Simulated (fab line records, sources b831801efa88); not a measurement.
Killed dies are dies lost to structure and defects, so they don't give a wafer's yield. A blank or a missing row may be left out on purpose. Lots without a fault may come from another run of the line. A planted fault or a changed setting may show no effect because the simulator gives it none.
fab line records | flow sky130 | part 1 of 2: steps 1 to 31 of 41
record lots=5 wafers=15 last_day=50
route steps=708 shown METAL4@624 VIA4@639 METAL5@661
lots that met no fault: from a run of the same line without faults
start_h: hours from the record's first day to the start of the lot's first wafer shown | wait_h: hours since the lot's step before | " the same as in the row above | L1.1+2: a row that stands for several wafers | - no value, or no start given | * or withheld: withheld | < > ~ a bound
route shown NAME@n: a module of which the file shows steps, and the number in the route of the first | usual: mean/standard deviation of fault-free wafers | same: alike in all rows | chamber/n: place in a boat | sites: the reading at each site | _std_site: their standard deviation | _edge_site: outer sites' mean less inner sites' | radius_mm: how far each site lies from the wafer's centre | mask NAME#n: copy n | behind: the tool/chamber that last shaped the wafer | hold: why the lot was held/for how many hours/how that ended | device: the transistor (n, p or np) that didn't switch | end of line: the same wafers' tests at the end of the route | a step without rows: its recipe alone | killed: dies lost to structure and defects at the first sort, not the wafer's yield | map: a wafer's dies, x killed, . not, _ none there
set.NAME: the setting as run; set.NAME@STEP: as run at that earlier step | model.NAME: the simulator's own value behind a step, which no gauge read
lots at some steps of the route; a table a step, a row a wafer
services: from which hour (start_h, from the record's first day; less than 0 if before it) a tool's chamber was out of use, for how many hours, and why
## steps
# step SKY_METAL4_COAT_08
# recipe resist=KrF-thick spin_rpm=3000 resist_thk_nm=1140
# columns lot.wafer tool chamber start_h wait_h
L075.1+3+6 litho_track-02 0 - -
L078.1+3+6 litho_track-01 0 - -
L087.1+2+6 litho_track-02 0 - -
L095.2+3+4 litho_track-02 0 - -
L096.1+3+5 litho_track-02 0 - -
# step SKY_METAL4_SOFTBAKE_09
# recipe temp_c=100 time_s=90 resist=KrF-thick
# columns lot.wafer tool chamber start_h wait_h
L075.1+3+6 litho_track-02 0 - -
L078.1+3+6 litho_track-01 0 - -
L087.1+2+6 litho_track-02 0 - -
L095.2+3+4 litho_track-02 0 - -
L096.1+3+5 litho_track-02 0 - -
# step SKY_METAL4_EXPOSE_10
# recipe mask_id=MM4 na=0.68 source_shape=annular sigma_inner=0.4 sigma_outer=0.8 target_cd_nm=300 dose_mj=28
# columns lot.wafer tool chamber start_h wait_h mask
L075.1+3+6 krf_scanner-02 0 - - MM4#0
L078.1+3+6 krf_scanner-01 0 - - MM4#0
L087.1+2+6 krf_scanner-01 0 - - MM4#0
L095.2+3+4 krf_scanner-02 0 - - MM4#0
L096.1+3+5 krf_scanner-02 0 - - MM4#0
# step SKY_METAL4_PEB_11
# recipe peb_temp_c=withheld peb_time_s=withheld resist=KrF-thick
# columns lot.wafer tool chamber start_h wait_h
L075.1+3+6 litho_track-01 0 - -
L078.1+3+6 litho_track-02 0 - -
L087.1+2+6 litho_track-02 0 - -
L095.2+3+4 litho_track-02 0 - -
L096.1+3+5 litho_track-02 0 - -
# step SKY_METAL4_DEVELOP_12
# recipe develop_time_s=60 resist=KrF-thick dev_temp_c=21
# columns lot.wafer tool chamber start_h wait_h
L075.1+3+6 litho_track-01 0 - -
L078.1+3+6 litho_track-02 0 - -
L087.1+2+6 litho_track-02 0 - -
L095.2+3+4 litho_track-02 0 - -
L096.1+3+5 litho_track-02 0 - -
# step SKY_METAL4_CD_MEAS_13
# recipe target_cd_nm=300
# usual cd_nm=299.6/1.4
# columns lot.wafer tool chamber start_h wait_h cd_nm
L075.1 cd_sem-02 - 993.33 - 301.5
L075.3 " - " " 300.2
L075.6 " - " " 300.4
L078.1 cd_sem-02 - 1015.89 - 299.9
L078.3 " - " " 300.7
L078.6 " - " " 301.2
L087.1 cd_sem-02 - 1068.39 - 298.0
L087.2 " - " " 298.7
L087.6 " - " " 298.7
L095.2 cd_sem-01 - 1114.11 - 301.3
L095.3 " - " " 300.8
L095.4 " - " " 300.7
L096.1 cd_sem-02 - 1121.09 - 299.3
L096.3 " - " " 300.3
L096.5 " - " " 299.1
# step SKY_METAL4_OVL_MEAS_14
# usual METAL4_OVL=3/6.3
# columns lot.wafer tool chamber start_h wait_h METAL4_OVL[nm]
L075.1 overlay-02 - 993.45 0.1 -9
L075.3 " - " " 5
L075.6 " - " " -4
L078.1 overlay-02 - 1016.01 0.1 1
L078.3 " - " " 9
L078.6 " - " " 3
L087.1 overlay-02 - 1068.51 0.1 4
L087.2 " - " " 1
L087.6 " - " " 2
L095.2 overlay-01 - 1114.22 0.1 -1
L095.3 " - " " -7
L095.4 " - " " 1
L096.1 overlay-02 - 1121.21 0.1 -2
L096.3 " - " " -1
L096.5 " - " " -3
# step SKY_METAL4_DESCUM_15
# recipe chemistry=O2 source_power_w=150 bias_power_w=0 pressure_mtorr=10 temp_c=40 time_s=8
# usual drypump_motor_current_A=5.9/0.56 he_backside_leak_sccm=3.45/0.24 oes_product_au=1.007/0.0099
# columns lot.wafer tool chamber start_h wait_h drypump_motor_current_A he_backside_leak_sccm oes_product_au rf_hours_counter_h
L075.1 rie_metal-04 1 993.48 0.0 6.0 3.27 0.996 15
L075.3 " 1 " " 6.0 3.33 1.006 -
L075.6 " 0 " " 6.5 3.35 1.014 -
L078.1 rie_metal-03 0 1016.05 0.0 4.9 3.75 1.003 6
L078.3 " 0 " " 4.9 3.59 1.007 -
L078.6 " 0 " " 4.9 3.62 1.006 -
L087.1 rie_metal-03 1 1068.55 0.0 5.4 3.43 1.031 16
L087.2 " 0 " " 4.9 3.37 0.991 10
L087.6 " 0 " " 4.9 3.46 1.001 -
L095.2 rie_metal-04 1 1114.25 0.0 6.0 3.27 1.001 23
L095.3 " 0 " " 6.5 3.42 1.005 -
L095.4 " 1 " " 6.0 3.28 0.994 -
L096.1 rie_metal-03 0 1121.25 0.0 5.0 3.53 0.999 14
L096.3 " 1 " " 5.4 3.67 1.019 -
L096.5 " 0 " " 4.9 3.47 0.990 -
# step SKY_METAL4_ETCH_16
# recipe chemistry=N2/H2 target=BARC ion_energy_ev=200 bias_w=100 pressure_mtorr=30 n2_flow_sccm=100 h2_flow_sccm=200 icp_w=500 stop_on=SiO2 time_s=88.2 target_depth_a=600
# usual drypump_motor_current_A=5.9/0.56 he_backside_leak_sccm=3.45/0.28 oes_product_au=0.625/0.0046 throttle_valve_pct=13.205/0.0089
# columns lot.wafer tool chamber start_h wait_h drypump_motor_current_A he_backside_leak_sccm oes_product_au rf_hours_counter_h throttle_valve_pct
L075.1 rie_metal-04 1 993.52 0.0 6.0 3.29 0.624 15 13.203
L075.3 " 1 " " 6.1 3.45 0.624 - 13.208
L075.6 " 0 " " 6.6 3.63 0.628 - 13.198
L078.1 rie_metal-03 0 1016.08 0.0 4.9 3.22 0.622 6 13.204
L078.3 " 0 " " 4.9 3.34 0.619 - 13.208
L078.6 " 0 " " 4.9 3.39 0.632 - 13.196
L087.1 rie_metal-03 1 1068.59 0.0 5.4 3.67 0.617 16 13.217
L087.2 " 0 " " 4.9 3.66 0.627 10 13.207
L087.6 " 0 " " 4.9 3.52 0.623 - 13.213
L095.2 rie_metal-04 1 1114.28 0.0 6.0 3.28 0.623 23 13.211
L095.3 " 0 " " 6.5 3.55 0.631 - 13.187
L095.4 " 1 " " 6.1 3.26 0.625 - 13.185
L096.1 rie_metal-03 0 1121.28 0.0 4.9 3.81 0.632 14 13.198
L096.3 " 1 " " 5.4 3.55 0.632 - 13.204
L096.5 " 0 " " 4.9 3.57 0.623 - 13.213
# step SKY_METAL4_ETCH_17
# recipe target=SiO2 stop_on=TiN chemistry=C4F8/O2/Ar source_w=1500 bias_w=1200 pressure_mtorr=40 c4f8_flow_sccm=withheld O2_flow_sccm=6 Ar_flow_sccm=300 time_s=3.9 target_depth_a=150
# usual oes_product_au=0.751/0.0069
# columns lot.wafer tool chamber start_h wait_h oes_product_au
L075.1 rie_diel-03 2 993.61 0.1 0.750
L075.3 " 1 " " 0.748
L075.6 " 2 " " 0.759
L078.1 rie_diel-03 3 1016.18 0.1 0.737
L078.3 " 0 " " 0.751
L078.6 " 0 " " 0.758
L087.1 rie_diel-02 0 1068.72 0.1 0.759
L087.2 " 1 " " 0.753
L087.6 " 0 " " 0.770
L095.2 rie_diel-03 3 1114.38 0.1 0.760
L095.3 " 1 " " 0.747
L095.4 " 0 " " 0.756
L096.1 rie_diel-02 3 1121.38 0.1 0.756
L096.3 " 0 " " 0.752
L096.5 " 1 " " 0.762
# step SKY_METAL4_METAL_ETCH_18
# recipe target_depth_a=8450 stop_on=SiO2 over_etch_frac=0.3 time_s=183.1 chemistry=Cl2/BCl3 resist_sidewall_deg=88 pressure_mtorr=10 icp_w=900 bias_w=48.5 Cl2_flow_sccm=60 bcl3_flow_sccm=30
# usual drypump_motor_current_A=5.5/0.44 he_backside_leak_sccm=3.41/0.3 oes_product_au=0.866/0.0059 throttle_valve_pct=22.265/0.0094
# same over_etch_frac=0.3
# columns lot.wafer tool chamber start_h wait_h drypump_motor_current_A he_backside_leak_sccm oes_product_au rf_hours_counter_h throttle_valve_pct
L075.1 rie_metal-02 1 993.63 0.0 5.8 3.25 0.856 5 22.264
L075.3 " 0 " " 5.1 3.19 0.868 - 22.256
L075.6 " 0 " " 5.2 2.96 0.868 - 22.244
L078.1 rie_metal-02 0 1016.20 0.0 5.2 3.06 0.861 13 22.267
L078.3 " 1 " " 5.8 3.68 0.861 - 22.258
L078.6 " 0 " " 5.1 4.44 0.873 - 22.268
L087.1 rie_metal-02 0 1068.74 0.0 5.2 2.97 0.863 17 22.252
L087.2 " 1 " " 5.8 3.74 0.861 10 22.270
L087.6 " 1 " " 5.8 3.64 0.866 - 22.256
L095.2 rie_metal-03 1 1114.40 0.0 5.4 3.51 0.868 19 22.266
L095.3 " 1 " " 5.4 3.68 0.863 - 22.271
L095.4 " 0 " " 5.0 3.65 0.871 - 22.260
L096.1 rie_metal-02 1 1121.40 0.0 5.8 3.33 0.869 15 22.262
L096.3 " 1 " " 5.8 3.19 0.868 - 22.270
L096.5 " 0 " " 5.1 3.09 0.864 - 22.249
# step SKY_METAL4_STRIP_19
# recipe chemistry=O2/N2 power_w=1400 pressure_mtorr=1500 platen_temp_c=withheld o2_flow_sccm=3000 n2_flow_sccm=300 overash_fraction=0.5
# usual drypump_motor_current_A=5.4/0.4 oes_product_au=0.500/0.0061 strip_time_to_endpoint_s=6.48/0.099
# columns lot.wafer tool chamber start_h wait_h drypump_motor_current_A oes_product_au rf_hours_counter_h strip_time_to_endpoint_s
L075.1 plasma_asher-04 0 993.81 0.1 5.5 0.506 89 6.41
L075.3 " 1 " " 4.9 0.503 - 6.44
L075.6 " 0 " " 5.5 0.508 - 6.51
L078.1 plasma_asher-01 0 1016.38 0.1 5.4 0.502 25 6.50
L078.3 " 1 " " 5.3 0.495 - 6.41
L078.6 " 0 " " 5.4 0.494 - 6.52
L087.1 plasma_asher-04 1 1068.92 0.1 4.9 0.509 96 6.57
L087.2 " 0 " " 5.5 0.492 96 6.53
L087.6 " 1 " " 4.9 0.507 - 6.50
L095.2 plasma_asher-03 0 1114.58 0.1 5.2 0.492 5 6.25
L095.3 " 0 " " 5.2 0.495 - 6.20
L095.4 " 1 " " 6.2 0.498 - 6.43
L096.1 plasma_asher-03 1 1121.58 0.1 6.2 0.497 5 6.44
L096.3 " 1 " " 6.2 0.488 - 6.40
L096.5 " 1 " " 6.2 0.495 - 6.57
# step SKY_METAL4_STRIP_20
# recipe chemistry=post_etch_residue_remover time_s=1200 temp_c=72.5
# columns lot.wafer tool chamber start_h wait_h
L075.1+3+6 wet_bench-04 1 993.91 0.1
L078.1+3+6 wet_bench-01 0 1016.48 0.1
L087.1+2+6 wet_bench-04 2 1069.02 0.1
L095.2+3+4 wet_bench-01 1 1114.86 0.3
L096.1+3+5 wet_bench-01 0 1121.68 0.1
# step SKY_METAL4_CLEAN_21
# recipe chemistry=IPA time_s=180 temp_c=25
# columns lot.wafer tool chamber start_h wait_h
L075.1+3+6 wet_bench-01 3 994.25 0.0
L078.1+3+6 wet_bench-02 1 1016.82 0.0
L087.1+2+6 wet_bench-02 1 1069.43 0.0
L095.2+3+4 wet_bench-02 0 1115.21 0.0
L096.1+3+5 wet_bench-04 3 1122.02 0.0
# step SKY_METAL4_CLEAN_22
# recipe chemistry=O3/DIW dry=n2_spin
# columns lot.wafer tool chamber start_h wait_h
L075.1+3+6 wet_bench-02 2 994.31 0.0
L078.1+3+6 wet_bench-01 1 1016.88 0.0
L087.1+2+6 wet_bench-01 0 1069.49 0.0
L095.2+3+4 wet_bench-01 3 1115.27 0.0
L096.1+3+5 wet_bench-01 2 1122.08 0.0
# step SKY_VIA4_HDPCVD_00
# recipe material=SiO2 target_thk_nm=1750 sigma_open_frac=0.3 time_s=291.7 temp_c=400 sih4_flow_sccm=60 pressure_mtorr=6
# columns lot.wafer tool chamber start_h wait_h
L075.1+3+6 hdpcvd-02 1,2,1 994.40 0.0
L078.1+3+6 hdpcvd-01 0,2,0 1016.97 0.0
L087.1+2+6 hdpcvd-02 2,0,1 1069.59 0.0
L095.2+3+4 hdpcvd-02 1,0,2 1115.36 0.0
L096.1+3+5 hdpcvd-02 2,0,0 1122.17 0.0
# step SKY_VIA4_THK_MEAS_01
# recipe reads=SiO2_of_VIA4_HDPCVD_00
# usual VIA4_HDPCVD_THK=1751/16
# columns lot.wafer tool chamber start_h wait_h VIA4_HDPCVD_THK[nm]
L075.1 film_metro-01 - 994.58 0.1 1738
L075.3 " - " " 1749
L075.6 " - " " 1750
L078.1 film_metro-04 - 1017.15 0.1 1762
L078.3 " - " " 1768
L078.6 " - " " 1757
L087.1 film_metro-01 - 1069.77 0.1 1778
L087.2 " - " " 1744
L087.6 " - " " 1774
L095.2 film_metro-01 - 1115.55 0.1 1747
L095.3 " - " " 1757
L095.4 " - " " 1766
L096.1 film_metro-02 - 1122.35 0.1 1758
L096.3 " - " " 1748
L096.5 " - " " 1758
# step SKY_VIA4_CMP_02
# recipe material=SiO2 down_force_psi=4 platen_rpm=60 pad_velocity_m_s=0.94248
# usual motor_current_A=11.5/1.2
# columns lot.wafer tool chamber start_h wait_h motor_current_A
L075.1 cmp-02 2 994.72 0.1 12.6
L075.3 " 3 " " 10.8
L075.6 " 2 " " 12.5
L078.3 cmp-01 1 1017.21 0.0 11.8
L078.1 " 2 " " 12.3
L078.6 " 1 " " 12.2
L087.2 cmp-02 3 1069.88 0.1 11.4
L087.1 " 1 " " 10.8
L087.6 " 3 " " 10.6
L095.3 cmp-02 0 1115.74 0.2 10.3
L095.4 " 1 " " 10.7
L095.2 " 2 " " 12.5
L096.1 cmp-02 2 1122.51 0.1 12.1
L096.3 " 3 " " 11.5
L096.5 " 0 " " 10.1
# step SKY_VIA4_BOW_MEAS_03
# recipe mode=bow
# usual VIA4_BOW=77/8.4
# columns lot.wafer tool chamber start_h wait_h VIA4_BOW[um]
L075.1 film_metro-02 - 994.97 0.2 84
L075.3 " - " " 74
L075.6 " - " " 80
L078.1 film_metro-02 - 1017.51 0.2 70
L078.3 " - " " 65
L078.6 " - " " 83
L087.1 film_metro-01 - 1070.13 0.1 79
L087.2 " - " " 79
L087.6 " - " " 66
L095.2 film_metro-02 - 1116.06 0.2 80
L095.3 " - " " 83
L095.4 " - " " 90
L096.1 film_metro-02 - 1122.71 0.1 81
L096.3 " - " " 74
L096.5 " - " " 70
# step SKY_VIA4_DEHYDRATE_04
# recipe temp_c=200 time_s=60
# columns lot.wafer tool chamber start_h wait_h
L075.1+3+6 litho_track-03 0 1006.76 11.8
L078.1+3+6 litho_track-02 0 1028.54 11.0
L087.1+2+6 litho_track-03 0 1079.91 9.8
L095.2+3+4 litho_track-04 0 1125.22 9.1
L096.1+3+5 litho_track-04 0 1131.75 9.0
# step SKY_VIA4_HMDS_05
# recipe prime_time_s=60 prime_temp_c=120
# columns lot.wafer tool chamber start_h wait_h
L075.1+3+6 litho_track-03 0 1006.91 0.1
L078.1+3+6 litho_track-02 0 1028.69 0.1
L087.1+2+6 litho_track-03 0 1080.06 0.1
L095.2+3+4 litho_track-04 0 1125.37 0.1
L096.1+3+5 litho_track-04 0 1131.90 0.1
# step SKY_VIA4_COAT_06
# recipe resist=NOVOLAK spin_rpm=3000 resist_thk_nm=1140
# columns lot.wafer tool chamber start_h wait_h
L075.1+3+6 litho_track-03 0 1007.06 0.1
L078.1+3+6 litho_track-02 0 1028.84 0.1
L087.1+2+6 litho_track-03 0 1080.21 0.1
L095.2+3+4 litho_track-04 0 1125.52 0.1
L096.1+3+5 litho_track-04 0 1132.05 0.1
# step SKY_VIA4_SOFTBAKE_07
# recipe temp_c=90 time_s=60 resist=NOVOLAK
# columns lot.wafer tool chamber start_h wait_h
L075.1+3+6 litho_track-03 0 1007.21 0.1
L078.1+3+6 litho_track-02 0 1028.99 0.1
L087.1+2+6 litho_track-03 0 1080.36 0.1
L095.2+3+4 litho_track-04 0 1125.67 0.1
L096.1+3+5 litho_track-04 0 1132.20 0.1
# step SKY_VIA4_EXPOSE_08
# recipe mask_id=VIM4 na=0.6 source_shape=conventional sigma_outer=0.6 polarization=unpolarized target_cd_nm=800 dose_mj=132
# columns lot.wafer tool chamber start_h wait_h mask
L075.1+3+6 iline_stepper-02 0 - - VIM4#0
L078.1+3+6 iline_stepper-01 0 - - VIM4#0
L087.1+2+6 iline_stepper-01 0 - - VIM4#0
L095.2+3+4 iline_stepper-02 0 - - VIM4#0
L096.1+3+5 iline_stepper-01 0 - - VIM4#0
# step SKY_VIA4_PEB_09
# recipe temp_c=withheld time_s=* resist=NOVOLAK
# columns lot.wafer tool chamber start_h wait_h
L075.1+3+6 litho_track-04 0 - -
L078.1+3+6 litho_track-04 0 - -
L087.1+2+6 litho_track-04 0 - -
L095.2+3+4 litho_track-03 0 - -
L096.1+3+5 litho_track-04 0 - -
# step SKY_VIA4_DEVELOP_10
# recipe resist=NOVOLAK developer=TMAH develop_time_s=60 dev_temp_c=23
# columns lot.wafer tool chamber start_h wait_h
L075.1+3+6 litho_track-04 0 1018.39 0.1
L078.1+3+6 litho_track-04 0 1039.59 0.1
L087.1+2+6 litho_track-04 0 1090.64 0.1
L095.2+3+4 litho_track-03 0 1134.99 0.1
L096.1+3+5 litho_track-04 0 1141.80 0.1
# step SKY_VIA4_OVL_MEAS_11
# usual VIA4_OVL=0.0/1.3
# columns lot.wafer tool chamber start_h wait_h VIA4_OVL[nm]
L075.1 overlay-02 - 1018.54 0.1 0.3
L075.3 " - " " 2.1
L075.6 " - " " 1.5
L078.1 overlay-01 - 1039.74 0.1 -0.3
L078.3 " - " " -0.1
L078.6 " - " " 0.4
L087.1 overlay-02 - 1090.79 0.1 -1.1
L087.2 " - " " -2.0
L087.6 " - " " -0.2
L095.2 overlay-02 - 1135.12 0.1 0.5
L095.3 " - " " 0.1
L095.4 " - " " -1.0
L096.1 overlay-01 - 1141.95 0.1 -2.2
L096.3 " - " " -1.3
L096.5 " - " " -2.4
# step SKY_VIA4_ETCH_12
# recipe target=SiO2 chemistry=C4F8/O2/Ar stop_on=TiN mask_material=NOVOLAK source_w=1500 bias_w=1200 pressure_mtorr=40 c4f8_flow_sccm=withheld O2_flow_sccm=6 Ar_flow_sccm=300 time_s=withheld target_depth_a=5800
# usual oes_product_au=0.926/0.0044
# columns lot.wafer tool chamber start_h wait_h oes_product_au
L075.1 rie_diel-01 0 1018.58 0.0 0.925
L075.3 " 2 " " 0.925
L075.6 " 3 " " 0.917
L078.1 rie_diel-03 0 1039.78 0.0 0.929
L078.3 " 3 " " 0.925
L078.6 " 1 " " 0.927
L087.1 rie_diel-03 2 1090.83 0.0 0.933
L087.2 " 3 " " 0.921
L087.6 " 0 " " 0.920
L095.2 rie_diel-02 2 1135.15 0.0 0.921
L095.3 " 3 " " 0.918
L095.4 " 1 " " 0.925
L096.1 rie_diel-01 2 1141.98 0.0 0.928
L096.3 " 0 " " 0.927
L096.5 " 3 " " 0.926
# step SKY_VIA4_STRIP_13
# recipe chemistry=O2/N2 power_w=1400 pressure_mtorr=1500 platen_temp_c=withheld o2_flow_sccm=3000 n2_flow_sccm=300 overash_fraction=0.5
# usual drypump_motor_current_A=5.4/0.32 oes_product_au=0.709/0.0046 strip_time_to_endpoint_s=12.796/0.026
# columns lot.wafer tool chamber start_h wait_h drypump_motor_current_A oes_product_au rf_hours_counter_h strip_time_to_endpoint_s
L075.1 plasma_asher-04 1 1018.65 - 4.9 0.708 91 12.794
L075.3 " 0 " " 5.5 0.711 - 12.808
L075.6 " 0 " " 5.5 0.712 - 12.781
L078.1 plasma_asher-04 0 1039.85 - 5.5 0.700 93 12.806
L078.3 " 0 " " 5.5 0.710 - 12.786
L078.6 " 1 " " 4.9 0.706 - 12.811
L087.1 plasma_asher-04 0 1090.90 - 5.5 0.713 98 12.824
L087.2 " 1 " " 4.9 0.708 98 12.809
L087.6 " 1 " " 4.9 0.718 - 12.781
L095.2 plasma_asher-01 1 1135.22 - 5.3 0.715 37 12.770
L095.3 " 1 " " 5.3 0.716 - 12.781
L095.4 " 0 " " 5.4 0.706 - 12.818
L096.1 plasma_asher-01 0 1142.05 - 5.4 0.709 38 12.797
L096.3 " 0 " " 5.4 0.708 - 12.810
L096.5 " 0 " " 5.4 0.708 - 12.835
# step SKY_VIA4_STRIP_14
# recipe chemistry=post_etch_residue_remover time_s=1200 temp_c=72.5
# columns lot.wafer tool chamber start_h wait_h
L075.1+3+6 wet_bench-03 2 1018.75 0.1
L078.1+3+6 wet_bench-04 0 1039.99 0.1
L087.1+2+6 wet_bench-04 2 1091.00 0.1
L095.2+3+4 wet_bench-01 1 1135.32 0.1
L096.1+3+5 wet_bench-01 0 1142.15 0.1
# step SKY_VIA4_CLEAN_15
# recipe chemistry=IPA time_s=180 temp_c=25
# columns lot.wafer tool chamber start_h wait_h
L075.1+3+6 wet_bench-04 1 1019.50 0.0
L078.1+3+6 wet_bench-01 3 1040.34 0.0
L087.1+2+6 wet_bench-01 0 1091.35 0.0
L095.2+3+4 wet_bench-03 0 1135.66 0.0
L096.1+3+5 wet_bench-04 0 1142.50 0.0
